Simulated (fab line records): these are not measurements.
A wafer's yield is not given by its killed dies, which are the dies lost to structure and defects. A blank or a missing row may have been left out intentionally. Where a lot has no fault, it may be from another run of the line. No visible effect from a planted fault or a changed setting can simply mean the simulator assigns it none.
fab line records -- flow sky130
[record] lots = 15, wafers = 45, last_day = 50
route steps=708 shown VIA4@651 METAL5@661
lots untouched by any fault: they come from a run of this same line in which no faults occurred
start_h: the number of hours between the record's first day and the start of the first shown wafer of the lot -- wait_h: how many hours have passed since the lot's step before this one -- " the same as in the row above -- L1.1+2: a single row standing in for several wafers -- - value missing, or start not given -- * or withheld: withheld -- < > ~ a bound
route shown NAME@n: a module of which the file shows steps, and the number in the route of the first -- usual: mean and standard deviation over wafers with no fault -- same: alike in all rows -- chamber/n: place in a boat -- sites: each site's reading -- _std_site: the standard deviation of these -- _edge_site: mean of outer sites minus mean of inner sites -- radius_mm: for every site, how far away it sits from the centre of the wafer -- mask NAME#n: copy n -- behind: tool/chamber where the wafer was last shaped -- hold: reason for holding the lot/hours on hold/outcome of the hold -- device: transistor that didn't switch, given as n, p or np -- end of line: at the end of the route, the tests of the same wafers -- step lacking rows: just its recipe -- killed: at the first sort, the dies lost to defects and structure; wafer yield is something else -- map: dies across one wafer; x = killed, . = not, _ = none there
set.NAME: the setting the step ran with; set.NAME@STEP: the setting that earlier step ran with -- model.NAME: the simulator's own value behind a step, which no gauge read
one table for each step of the route and one row for each wafer, over a sample of lots
services: a tool's chamber out of use, with start hour (start_h, from the record's first day; less than 0 if before it), hours out, and reason
[[steps]]
[step SKY_VIA4_ETCH_12]
[recipe] target = SiO2, chemistry = C4F8/O2/Ar, stop_on = TiN, mask_material = NOVOLAK, source_w = 1500, bias_w = 1200, pressure_mtorr = 40, c4f8_flow_sccm = withheld, O2_flow_sccm = 6, Ar_flow_sccm = 300, time_s = withheld, target_depth_a = 5800
[usual] oes_product_au = 0.925/0.0045
lot.wafer,tool,chamber,start_h,wait_h,oes_product_au
L768.1,rie_diel-01,2,1000.80,0.0,0.928
L768.2,rie_diel-01,3,1000.80,0.0,0.924
L768.6,rie_diel-01,1,1000.80,0.0,0.931
L769.2,rie_diel-02,1,1004.28,0.0,0.920
L769.4,rie_diel-02,3,1004.28,0.0,0.925
L769.5,rie_diel-02,3,1004.28,0.0,0.927
L774.2,rie_diel-01,1,1040.30,0.0,0.920
L774.5,rie_diel-01,0,1040.30,0.0,0.918
L774.6,rie_diel-01,3,1040.30,0.0,0.931
L775.1,rie_diel-03,3,1051.18,0.0,0.925
L775.2,rie_diel-03,1,1051.18,0.0,0.921
L775.6,rie_diel-03,0,1051.18,0.0,0.926
L776.2,rie_diel-01,2,1061.50,0.0,0.919
L776.4,rie_diel-01,0,1061.50,0.0,0.923
L776.6,rie_diel-01,0,1061.50,0.0,0.928
L778.2,rie_diel-01,1,1070.58,0.0,0.919
L778.4,rie_diel-01,2,1070.58,0.0,0.930
L778.6,rie_diel-01,3,1070.58,0.0,0.927
L779.1,rie_diel-02,3,1072.25,0.0,0.925
L779.4,rie_diel-02,2,1072.25,0.0,0.923
L779.5,rie_diel-02,1,1072.25,0.0,0.929
L780.1,rie_diel-03,3,1084.03,0.0,0.929
L780.2,rie_diel-03,1,1084.03,0.0,0.930
L780.4,rie_diel-03,0,1084.03,0.0,0.930
L781.3,rie_diel-03,0,1089.60,0.0,0.925
L781.4,rie_diel-03,2,1089.60,0.0,0.928
L781.6,rie_diel-03,0,1089.60,0.0,0.924
L783.1,rie_diel-03,1,1100.33,0.0,0.933
L783.2,rie_diel-03,2,1100.33,0.0,0.923
L783.4,rie_diel-03,3,1100.33,0.0,0.919
L784.2,rie_diel-03,0,1106.08,0.0,0.925
L784.5,rie_diel-03,1,1106.08,0.0,0.929
L784.6,rie_diel-03,0,1106.08,0.0,0.925
L785.2,rie_diel-02,3,1111.58,0.0,0.925
L785.3,rie_diel-02,2,1111.58,0.0,0.927
L785.4,rie_diel-02,0,1111.58,0.0,0.931
L786.1,rie_diel-03,0,1114.10,0.0,0.917
L786.3,rie_diel-03,3,1114.10,0.0,0.934
L786.4,rie_diel-03,2,1114.10,0.0,0.925
L788.2,rie_diel-01,2,1130.33,0.0,0.917
L788.4,rie_diel-01,2,1130.33,0.0,0.922
L788.6,rie_diel-01,2,1130.33,0.0,0.920
L789.3,rie_diel-03,0,1131.48,0.0,0.924
L789.4,rie_diel-03,3,1131.48,0.0,0.919
L789.5,rie_diel-03,1,1131.48,0.0,0.923
[step SKY_VIA4_SPUTTER_17]
[recipe] material = TiN, target_thk_nm = 20, chamber_pressure_pa = 5, power_w = 4000, time_s = 80
[usual] throttle_valve_pct = 30.4/0.85
lot.wafer,tool,chamber,start_h,wait_h,throttle_valve_pct
L768.1,pvd_sputter-03,-,1001.49,0.0,30.9
L768.2,pvd_sputter-03,-,1001.49,0.0,30.3
L768.6,pvd_sputter-03,-,1001.49,0.0,30.0
L769.2,pvd_sputter-01,-,1005.02,0.0,30.5
L769.4,pvd_sputter-01,-,1005.02,0.0,30.5
L769.5,pvd_sputter-01,-,1005.02,0.0,30.1
L774.2,pvd_sputter-02,-,1040.99,0.0,31.1
L774.5,pvd_sputter-02,-,1040.99,0.0,33.0
L774.6,pvd_sputter-02,-,1040.99,0.0,29.7
L775.1,pvd_sputter-01,-,1051.85,0.0,29.8
L775.2,pvd_sputter-01,-,1051.85,0.0,30.6
L775.6,pvd_sputter-01,-,1051.85,0.0,30.4
L776.2,pvd_sputter-03,-,1062.35,0.0,30.5
L776.4,pvd_sputter-03,-,1062.35,0.0,29.7
L776.6,pvd_sputter-03,-,1062.35,0.0,30.9
L778.2,pvd_sputter-01,-,1071.25,0.0,30.8
L778.4,pvd_sputter-01,-,1071.25,0.0,29.4
L778.6,pvd_sputter-01,-,1071.25,0.0,30.1
L779.1,pvd_sputter-01,-,1072.95,0.0,30.6
L779.4,pvd_sputter-01,-,1072.95,0.0,29.3
L779.5,pvd_sputter-01,-,1072.95,0.0,30.5
L780.1,pvd_sputter-01,-,1084.69,0.0,29.3
L780.2,pvd_sputter-01,-,1084.69,0.0,30.3
L780.4,pvd_sputter-01,-,1084.69,0.0,30.5
L781.3,pvd_sputter-02,-,1090.26,0.0,32.6
L781.4,pvd_sputter-02,-,1090.26,0.0,29.8
L781.6,pvd_sputter-02,-,1090.26,0.0,31.1
L783.1,pvd_sputter-01,-,1101.04,0.0,30.5
L783.2,pvd_sputter-01,-,1101.04,0.0,30.1
L783.4,pvd_sputter-01,-,1101.04,0.0,30.6
L784.2,pvd_sputter-01,-,1106.78,0.0,30.5
L784.5,pvd_sputter-01,-,1106.78,0.0,30.0
L784.6,pvd_sputter-01,-,1106.78,0.0,30.5
L785.2,pvd_sputter-01,-,1112.25,0.0,29.3
L785.3,pvd_sputter-01,-,1112.25,0.0,30.5
L785.4,pvd_sputter-01,-,1112.25,0.0,30.4
L786.1,pvd_sputter-03,-,1114.80,0.0,30.7
L786.3,pvd_sputter-03,-,1114.80,0.0,29.5
L786.4,pvd_sputter-03,-,1114.80,0.0,30.6
L788.2,pvd_sputter-01,-,1131.04,0.0,30.0
L788.4,pvd_sputter-01,-,1131.04,0.0,29.2
L788.6,pvd_sputter-01,-,1131.04,0.0,30.7
L789.3,pvd_sputter-02,-,1132.18,0.0,31.0
L789.4,pvd_sputter-02,-,1132.18,0.0,33.1
L789.5,pvd_sputter-02,-,1132.18,0.0,32.9
[step SKY_VIA4_CVD_18]
[recipe] material = W, target_thk_nm = 505, time_s = 152.14, temp_c = 400, pressure_torr = 40
[usual] chamber_pressure_Torr = 40.00/0.086, heater_power_outer_w = 510/19, heater_power_w = 861/29
lot.wafer,tool,chamber,start_h,wait_h,chamber_pressure_Torr,heater_power_outer_w,heater_power_w,since_wet_clean_h
L768.1,cvd_w-02,0,1001.56,0.0,39.91,546,852,84
L768.2,cvd_w-02,1,1001.56,0.0,40.09,484,804,84
L768.6,cvd_w-02,1,1001.56,0.0,40.10,478,797,-
L769.2,cvd_w-01,0,1005.09,0.0,40.01,510,862,601
L769.4,cvd_w-01,1,1005.09,0.0,40.06,515,882,-
L769.5,cvd_w-01,0,1005.09,0.0,39.92,506,866,-
L774.2,cvd_w-01,0,1041.06,0.0,39.91,502,879,637
L774.5,cvd_w-01,0,1041.06,0.0,39.83,508,872,-
L774.6,cvd_w-01,1,1041.06,0.0,39.94,512,857,-
L775.1,cvd_w-02,1,1051.91,0.0,39.86,497,804,134
L775.2,cvd_w-02,0,1051.91,0.0,40.02,535,859,134
L775.6,cvd_w-02,0,1051.91,0.0,39.88,534,856,-
L776.2,cvd_w-02,1,1062.41,0.0,40.02,494,816,144
L776.4,cvd_w-02,1,1062.41,0.0,40.00,479,790,-
L776.6,cvd_w-02,0,1062.41,0.0,40.05,537,833,-
L778.2,cvd_w-01,0,1071.31,0.0,40.03,493,892,667
L778.4,cvd_w-01,0,1071.31,0.0,39.94,508,876,-
L778.6,cvd_w-01,1,1071.31,0.0,39.96,523,866,-
L779.1,cvd_w-01,1,1073.01,0.0,39.98,523,887,669
L779.4,cvd_w-01,1,1073.01,0.0,40.03,522,872,-
L779.5,cvd_w-01,0,1073.01,0.0,39.92,509,864,-
L780.1,cvd_w-01,1,1084.75,0.0,40.02,520,861,681
L780.2,cvd_w-01,0,1084.75,0.0,40.09,516,872,681
L780.4,cvd_w-01,1,1084.75,0.0,39.94,534,850,-
L781.3,cvd_w-01,0,1090.38,0.1,39.95,504,858,-
L781.4,cvd_w-01,1,1090.38,0.1,39.82,510,871,-
L781.6,cvd_w-01,0,1090.38,0.1,40.04,509,867,-
L783.1,cvd_w-01,0,1101.10,0.0,-,-,-,-
L783.2,cvd_w-01,1,1101.10,0.0,-,-,-,-
L783.4,cvd_w-01,0,1101.10,0.0,-,-,-,-
L784.2,cvd_w-01,1,1106.84,0.0,-,-,-,-
L784.5,cvd_w-01,1,1106.84,0.0,-,-,-,-
L784.6,cvd_w-01,0,1106.84,0.0,-,-,-,-
L785.2,cvd_w-01,0,1112.31,0.0,-,-,-,-
L785.3,cvd_w-01,0,1112.31,0.0,-,-,-,-
L785.4,cvd_w-01,1,1112.31,0.0,-,-,-,-
L786.1,cvd_w-01,1,1114.86,0.0,40.10,524,875,711
L786.3,cvd_w-01,1,1114.86,0.0,40.09,506,900,-
L786.4,cvd_w-01,0,1114.86,0.0,40.07,504,877,-
L788.2,cvd_w-01,0,1131.10,0.0,39.93,513,866,727
L788.4,cvd_w-01,1,1131.10,0.0,40.06,512,887,-
L788.6,cvd_w-01,0,1131.10,0.0,39.94,506,876,-
L789.3,cvd_w-02,1,1132.29,0.1,40.13,479,837,-
L789.4,cvd_w-02,0,1132.29,0.1,40.10,549,858,-
L789.5,cvd_w-02,1,1132.29,0.1,39.92,492,829,-
[step SKY_VIA4_RS_MEAS_19]
[recipe] thk_meas_gauge = four-point-probe, reads = W_of_VIA4_CVD_18+TiN_of_VIA4_SPUTTER_17
[usual] VIA4_W_RS = 0.2278/0.0021
lot.wafer,tool,chamber,start_h,wait_h,VIA4_W_RS[ohm/sq]
L768.1,film_metro-03,-,1001.71,0.1,0.2239
L768.2,film_metro-03,-,1001.71,0.1,0.2272
L768.6,film_metro-03,-,1001.71,0.1,0.2254
L769.2,film_metro-03,-,1005.26,0.1,0.2310
L769.4,film_metro-03,-,1005.26,0.1,0.2310
L769.5,film_metro-03,-,1005.26,0.1,0.2295
L774.2,film_metro-04,-,1041.23,0.1,0.2316
L774.5,film_metro-04,-,1041.23,0.1,0.2271
L774.6,film_metro-04,-,1041.23,0.1,0.2255
L775.1,film_metro-01,-,1052.06,0.1,0.2266
L775.2,film_metro-01,-,1052.06,0.1,0.2259
L775.6,film_metro-01,-,1052.06,0.1,0.2281
L776.2,film_metro-03,-,1062.58,0.1,0.2271
L776.4,film_metro-03,-,1062.58,0.1,0.2267
L776.6,film_metro-03,-,1062.58,0.1,0.2253
L778.2,film_metro-03,-,1071.49,0.1,0.2284
L778.4,film_metro-03,-,1071.49,0.1,0.2280
L778.6,film_metro-03,-,1071.49,0.1,0.2276
L779.1,film_metro-04,-,1073.17,0.1,0.2304
L779.4,film_metro-04,-,1073.17,0.1,0.2271
L779.5,film_metro-04,-,1073.17,0.1,0.2274
L780.1,film_metro-01,-,1084.91,0.1,0.2281
L780.2,film_metro-01,-,1084.91,0.1,0.2306
L780.4,film_metro-01,-,1084.91,0.1,0.2261
L781.3,film_metro-04,-,1090.52,0.1,0.2296
L781.4,film_metro-04,-,1090.52,0.1,0.2300
L781.6,film_metro-04,-,1090.52,0.1,0.2286
L783.1,film_metro-01,-,1101.25,0.1,57.686
L783.2,film_metro-01,-,1101.25,0.1,59.197
L783.4,film_metro-01,-,1101.25,0.1,58.004
L784.2,film_metro-03,-,1107.01,0.1,57.969
L784.5,film_metro-03,-,1107.01,0.1,58.988
L784.6,film_metro-03,-,1107.01,0.1,58.415
L785.2,film_metro-03,-,1112.48,0.1,57.073
L785.3,film_metro-03,-,1112.48,0.1,56.448
L785.4,film_metro-03,-,1112.48,0.1,55.982
L786.1,film_metro-04,-,1115.02,0.1,0.2313
L786.3,film_metro-04,-,1115.02,0.1,0.2309
L786.4,film_metro-04,-,1115.02,0.1,0.2269
L788.2,film_metro-03,-,1131.27,0.1,0.2270
L788.4,film_metro-03,-,1131.27,0.1,0.2273
L788.6,film_metro-03,-,1131.27,0.1,0.2295
L789.3,film_metro-04,-,1132.44,0.1,0.2291
L789.4,film_metro-04,-,1132.44,0.1,0.2285
L789.5,film_metro-04,-,1132.44,0.1,0.2304
[step SKY_VIA4_THK_MEAS_20]
[recipe] thk_meas_gauge = xrf, reads = W_of_VIA4_CVD_18
[usual] VIA4_W_THK = 518/7
lot.wafer,tool,chamber,start_h,wait_h,VIA4_W_THK[nm]
L768.1,film_metro-03,-,1001.83,0.1,531
L768.2,film_metro-03,-,1001.83,0.1,526
L768.6,film_metro-03,-,1001.83,0.1,528
L769.2,film_metro-03,-,1005.37,0.1,513
L769.4,film_metro-03,-,1005.37,0.1,511
L769.5,film_metro-03,-,1005.37,0.1,516
L774.2,film_metro-04,-,1041.34,0.1,504
L774.5,film_metro-04,-,1041.34,0.1,513
L774.6,film_metro-04,-,1041.34,0.1,519
L775.1,film_metro-01,-,1052.18,0.1,522
L775.2,film_metro-01,-,1052.18,0.1,527
L775.6,film_metro-01,-,1052.18,0.1,522
L776.2,film_metro-03,-,1062.69,0.1,519
L776.4,film_metro-03,-,1062.69,0.1,517
L776.6,film_metro-03,-,1062.69,0.1,523
L778.2,film_metro-03,-,1071.60,0.1,516
L778.4,film_metro-03,-,1071.60,0.1,520
L778.6,film_metro-03,-,1071.60,0.1,519
L779.1,film_metro-04,-,1073.29,0.1,508
L779.4,film_metro-04,-,1073.29,0.1,515
L779.5,film_metro-04,-,1073.29,0.1,515
L780.1,film_metro-01,-,1085.03,0.1,523
L780.2,film_metro-01,-,1085.03,0.1,514
L780.4,film_metro-01,-,1085.03,0.1,527
L781.3,film_metro-04,-,1090.62,0.1,507
L781.4,film_metro-04,-,1090.62,0.1,508
L781.6,film_metro-04,-,1090.62,0.1,510
L783.1,film_metro-01,-,1101.37,0.1,-
L783.2,film_metro-01,-,1101.37,0.1,<0
L783.4,film_metro-01,-,1101.37,0.1,-
L784.2,film_metro-03,-,1107.12,0.1,<0
L784.5,film_metro-03,-,1107.12,0.1,<0
L784.6,film_metro-03,-,1107.12,0.1,<0
L785.2,film_metro-03,-,1112.59,0.1,<0
L785.3,film_metro-03,-,1112.59,0.1,-
L785.4,film_metro-03,-,1112.59,0.1,<0
L786.1,film_metro-04,-,1115.14,0.1,506
L786.3,film_metro-04,-,1115.14,0.1,506
L786.4,film_metro-04,-,1115.14,0.1,516
L788.2,film_metro-03,-,1131.38,0.1,515
L788.4,film_metro-03,-,1131.38,0.1,516
L788.6,film_metro-03,-,1131.38,0.1,510
L789.3,film_metro-04,-,1132.54,0.1,511
L789.4,film_metro-04,-,1132.54,0.1,512
L789.5,film_metro-04,-,1132.54,0.1,509
[step SKY_VIA4_CMP_21]
[recipe] stop_on = SiO2, t_overpolish_s = 25, down_force_psi = 3.5, platen_rpm = 60, target_thk_nm = 0, pad_velocity_m_s = 0.94248
[usual] motor_current_A = 11.1/0.85, platen_rpm = 60.00/0.037, slurry_filter_dp_kPa = 13.48/0.15, time_to_endpoint_s = 122/4.2
lot.wafer,tool,chamber,start_h,wait_h,motor_current_A,platen_rpm,slurry_filter_dp_kPa,time_to_endpoint_s
L768.2,cmp-02,2,1001.94,0.1,9.6,60.03,13.52,120
L768.1,cmp-02,3,1001.94,0.1,10.6,60.07,13.48,124
L768.6,cmp-02,1,1001.94,0.1,12.2,60.05,13.63,123
L769.2,cmp-02,1,1005.42,0.0,11.9,60.02,13.57,125
L769.4,cmp-02,3,1005.42,0.0,10.5,59.99,13.34,122
L769.5,cmp-02,1,1005.42,0.0,11.1,59.98,13.45,122
L774.2,cmp-02,1,1041.39,0.0,10.7,59.95,13.44,119
L774.5,cmp-02,1,1041.39,0.0,10.6,59.96,13.45,121
L774.6,cmp-02,2,1041.39,0.0,9.7,60.03,13.46,120
L775.2,cmp-02,2,1052.34,0.1,9.6,59.93,13.64,124
L775.1,cmp-02,3,1052.34,0.1,10.3,59.94,13.34,120
L775.6,cmp-02,1,1052.34,0.1,10.8,60.03,13.55,124
L776.2,cmp-01,3,1062.82,0.1,11.5,59.93,13.71,128
L776.4,cmp-01,1,1062.82,0.1,11.9,60.04,13.42,126
L776.6,cmp-01,3,1062.82,0.1,12.4,59.97,13.53,126
L778.2,cmp-01,0,1071.65,0.0,11.3,60.01,13.69,122
L778.4,cmp-01,3,1071.65,0.0,12.2,59.96,13.45,129
L778.6,cmp-01,0,1071.65,0.0,11.6,60.05,13.51,125
L779.4,cmp-01,2,1073.45,0.1,11.6,59.95,13.34,121
L779.1,cmp-01,3,1073.45,0.1,12.4,60.03,13.81,124
L779.5,cmp-01,1,1073.45,0.1,11.8,59.94,13.23,120
L780.4,cmp-02,3,1085.70,0.6,11.0,59.96,13.64,123
L780.2,cmp-02,0,1085.70,0.6,11.9,59.98,13.24,115
L780.1,cmp-02,1,1085.70,0.6,11.3,59.99,13.66,122
L781.4,cmp-01,3,1090.66,0.0,11.8,59.93,13.44,123
L781.3,cmp-01,1,1090.66,0.0,11.7,59.93,13.44,121
L781.6,cmp-01,0,1090.66,0.0,10.3,59.99,13.60,119
L783.2,cmp-02,0,1101.56,0.2,11.6,60.00,13.77,0
L783.1,cmp-02,2,1101.56,0.2,9.7,60.06,13.61,3
L783.4,cmp-02,3,1101.56,0.2,10.3,59.98,13.29,3
L784.2,cmp-02,2,1107.32,0.2,10.1,60.02,13.56,4
L784.5,cmp-02,3,1107.32,0.2,10.7,59.97,13.34,7
L784.6,cmp-02,0,1107.32,0.2,11.7,60.02,13.54,2
L785.4,cmp-01,1,1112.64,0.0,11.7,59.98,13.48,3
L785.2,cmp-01,3,1112.64,0.0,12.0,60.00,13.55,6
L785.3,cmp-01,0,1112.64,0.0,11.2,59.97,13.43,3
L786.1,cmp-02,3,1115.25,0.1,9.9,60.03,13.53,121
L786.3,cmp-02,0,1115.25,0.1,11.8,59.98,13.46,114
L786.4,cmp-02,1,1115.25,0.1,11.5,59.95,13.37,125
L788.2,cmp-02,2,1131.57,0.2,9.5,60.04,13.62,125
L788.4,cmp-02,3,1131.57,0.2,10.4,60.01,13.40,124
L788.6,cmp-02,3,1131.57,0.2,10.9,60.00,13.40,122
L789.3,cmp-01,0,1132.58,0.0,10.3,60.01,13.46,123
L789.4,cmp-01,3,1132.58,0.0,12.5,60.01,13.27,125
L789.5,cmp-01,0,1132.58,0.0,11.0,60.04,13.52,119
[step SKY_METAL5_SPUTTER_00]
[recipe] material = Ti, target_thk_nm = 15, power_w = 3000, time_s = 10, chamber_pressure_pa = 0.4
[usual] throttle_valve_pct = 30.2/0.7
lot.wafer,tool,chamber,start_h,wait_h,throttle_valve_pct
L768.1,pvd_sputter-04,-,1002.19,0.1,32.0
L768.2,pvd_sputter-04,-,1002.19,0.1,28.6
L768.6,pvd_sputter-04,-,1002.19,0.1,30.2
L769.2,pvd_sputter-03,-,1005.72,0.2,30.6
L769.4,pvd_sputter-03,-,1005.72,0.2,29.9
L769.5,pvd_sputter-03,-,1005.72,0.2,31.0
L774.2,pvd_sputter-04,-,1041.69,0.2,29.9
L774.5,pvd_sputter-04,-,1041.69,0.2,31.7
L774.6,pvd_sputter-04,-,1041.69,0.2,28.5
L775.1,pvd_sputter-03,-,1052.54,0.1,30.1
L775.2,pvd_sputter-03,-,1052.54,0.1,30.6
L775.6,pvd_sputter-03,-,1052.54,0.1,30.9
L776.2,pvd_sputter-04,-,1063.12,0.2,30.2
L776.4,pvd_sputter-04,-,1063.12,0.2,30.2
L776.6,pvd_sputter-04,-,1063.12,0.2,31.9
L778.2,pvd_sputter-01,-,1071.95,0.2,30.4
L778.4,pvd_sputter-01,-,1071.95,0.2,30.4
L778.6,pvd_sputter-01,-,1071.95,0.2,30.5
L779.1,pvd_sputter-01,-,1073.65,0.1,29.4
L779.4,pvd_sputter-01,-,1073.65,0.1,30.0
L779.5,pvd_sputter-01,-,1073.65,0.1,30.5
L780.1,pvd_sputter-01,-,1086.00,0.1,29.6
L780.2,pvd_sputter-01,-,1086.00,0.1,30.6
L780.4,pvd_sputter-01,-,1086.00,0.1,30.1
L781.3,pvd_sputter-04,-,1090.96,0.1,31.7
L781.4,pvd_sputter-04,-,1090.96,0.1,29.7
L781.6,pvd_sputter-04,-,1090.96,0.1,28.8
L786.1,pvd_sputter-03,-,1115.50,0.2,30.7
L786.3,pvd_sputter-03,-,1115.50,0.2,30.3
L786.4,pvd_sputter-03,-,1115.50,0.2,30.9
L788.2,pvd_sputter-03,-,1131.87,0.2,31.0
L788.4,pvd_sputter-03,-,1131.87,0.2,30.0
L788.6,pvd_sputter-03,-,1131.87,0.2,30.6
L789.3,pvd_sputter-01,-,1132.88,0.2,30.5
L789.4,pvd_sputter-01,-,1132.88,0.2,30.4
L789.5,pvd_sputter-01,-,1132.88,0.2,29.0
[[services]]
tool,chamber,start_h,hours,kind
rie_diel-01,1,977.61,3.3,repair
cvd_w-01,-,1011.96,0.8,repair
pvd_sputter-03,-,1014.56,1.2,repair
pvd_sputter-02,-,1018.62,7.8,repair
pvd_sputter-01,0,1033.53,-,consumable_replace:kit
pvd_sputter-01,0,1033.53,18.0,scheduled_down
pvd_sputter-01,0,1033.53,18.0,vent_cycle
cmp-01,-,1064.36,2.2,repair
rie_diel-02,3,1077.73,5.2,repair
cmp-01,-,1078.68,1.3,repair
rie_diel-01,-,1083.64,2.2,repair
cmp-01,-,1084.09,4.0,pm
rie_diel-01,3,1084.37,10.9,repair
rie_diel-01,0,1092.35,16.3,repair
rie_diel-02,-,1096.25,0.8,repair
pvd_sputter-04,-,1102.62,40.7,repair
rie_diel-02,3,1109.42,1.6,repair
pvd_sputter-03,1,1115.66,-,consumable_replace:kit
pvd_sputter-03,1,1115.66,18.0,scheduled_down
cvd_w-01,-,1118.31,4.3,pm
pvd_sputter-01,-,1119.18,4.8,repair
rie_diel-01,-,1124.02,0.9,repair
rie_diel-01,1,1127.19,36.1,repair
rie_diel-01,3,1128.66,2.4,repair
[[key]]
[first_sign] step = SKY_VIA4_CVD_18, reading = tool_record, direction = missing
[effect] step = SKY_VIA4_RS_MEAS_19, reading = VIA4_W_RS, direction = up, sigmas = 99+, usual = 0.2278, struck = 57.751
[effect] step = SKY_VIA4_THK_MEAS_20, reading = VIA4_W_THK, direction = down, sigmas = 74, usual = 518, struck = <0
[effect] step = SKY_VIA4_CMP_21, reading = time_to_endpoint_s, direction = down, sigmas = 28, usual = *, struck = *
met_at SKY_VIA4_CVD_18
struck_lots L783,L784,L785
later_rows_left_out L783.1,L783.2,L783.4,L784.2,L784.5,L784.6,L785.2,L785.3,L785.4
sort_left_out L783.1,L783.2,L783.4,L784.2,L784.5,L784.6,L785.2,L785.3,L785.4
not_acting_at SKY_VIA4_ETCH_12,SKY_VIA4_SPUTTER_17,SKY_METAL5_SPUTTER_00
onset_between 1090.38 1101.10
[fault] kind = skipped_step_whole, tool = cvd_w-01, chamber = -, onset_h = 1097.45, steps = SKY_VIA4_CVD_18, scope = struck_lots_only
// sort_left_out: the simulated sort isn't trusted on such a fault, so these wafers' sort isn't shown, and their yield isn't known
// later_rows_left_out: the simulator's readings of these wafers behind a module that went badly wrong aren't trusted and aren't shown, but for the sort
